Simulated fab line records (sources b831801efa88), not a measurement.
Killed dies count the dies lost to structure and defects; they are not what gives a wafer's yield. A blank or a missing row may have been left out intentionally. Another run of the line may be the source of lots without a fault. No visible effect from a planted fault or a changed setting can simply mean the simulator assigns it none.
Matching of chambers    flow gf180mcu    4 sister chambers for GF_V3_CMP_04 on cmp-01
The step polishes SiO2. 16 wafers are shown with their chamber, then 8 later ones without.

WAFERS PAIRED WITH THEIR CHAMBERS
wafer   chamber  motorCurrentA (A)  timeToEndpointS (s)  slurryFlowMlMin
L495.2  0        10.4               84                   149.5
L495.4  3        13.1               85                   150.4
L495.6  3        12.6               80                   150.4
L496.1  3        12.8               79                   149.8
L496.5  2        11.5               80                   149.5
L496.6  3        13.4               84                   149.5
L497.1  2        11.5               84                   150.2
L497.2  1        13.2               89                   150.0
L497.6  1        12.3               88                   149.7
L508.4  2        11.4               74                   150.0
L508.5  3        13.1               75                   150.4
L508.6  2        11.9               69                   150.4
L510.1  1        13.1               80                   150.3
L510.3  0        9.8                76                   149.6
L510.5  3        12.7               84                   150.0
L512.2  0        10.1               80                   150.7

SIGNATURES (means of the wafers above)
reading          chamber 0  chamber 1  chamber 2  chamber 3  scatter within a chamber
motorCurrentA    10.100     12.867     11.575     12.950     0.325
timeToEndpointS  80.00      85.67      76.75      81.17      4.88
slurryFlowMlMin  149.933    150.000    150.025    150.083    0.432
Rule: distance of a wafer from a chamber = root of the sum over the readings of ((wafer's reading minus chamber's mean) / reading's scatter) squared. If the next closest chamber is less than 2 further off than the closest, the wafer can't be placed; otherwise it belongs to the closest. How the scatter is found: for the shown wafers, subtract from each reading the mean of its chamber, square and add these, divide the total by (wafers less chambers), then take the root.

WAFERS WITH NO CHAMBER GIVEN
wafer   motorCurrentA (A)  timeToEndpointS (s)  slurryFlowMlMin
L512.3  11.3               72                   150.1
L512.6  10.2               85                   150.7
L513.3  10.1               82                   148.7
L513.5  9.8                88                   149.8
L513.6  12.9               85                   150.4
L518.1  12.4               74                   149.7
L518.3  13.0               78                   150.0
L518.5  12.7               86                   149.9

WHICH CHAMBER EACH ONE RAN IN
wafer   from the rows above           in truth
L512.3  2                             2
L512.6  0                             0
L513.3  0                             0
L513.5  0                             0
L513.6  can't be placed: 1 or 3       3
L518.1  can't be placed: 3 or 2 or 1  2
L518.3  can't be placed: 3 or 1       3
L518.5  can't be placed: 1 or 3       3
4 of 8 placed correctly. Unplaceable from these rows: 4, with the true chamber sitting among the candidates in 4. Placed wrongly: 0.
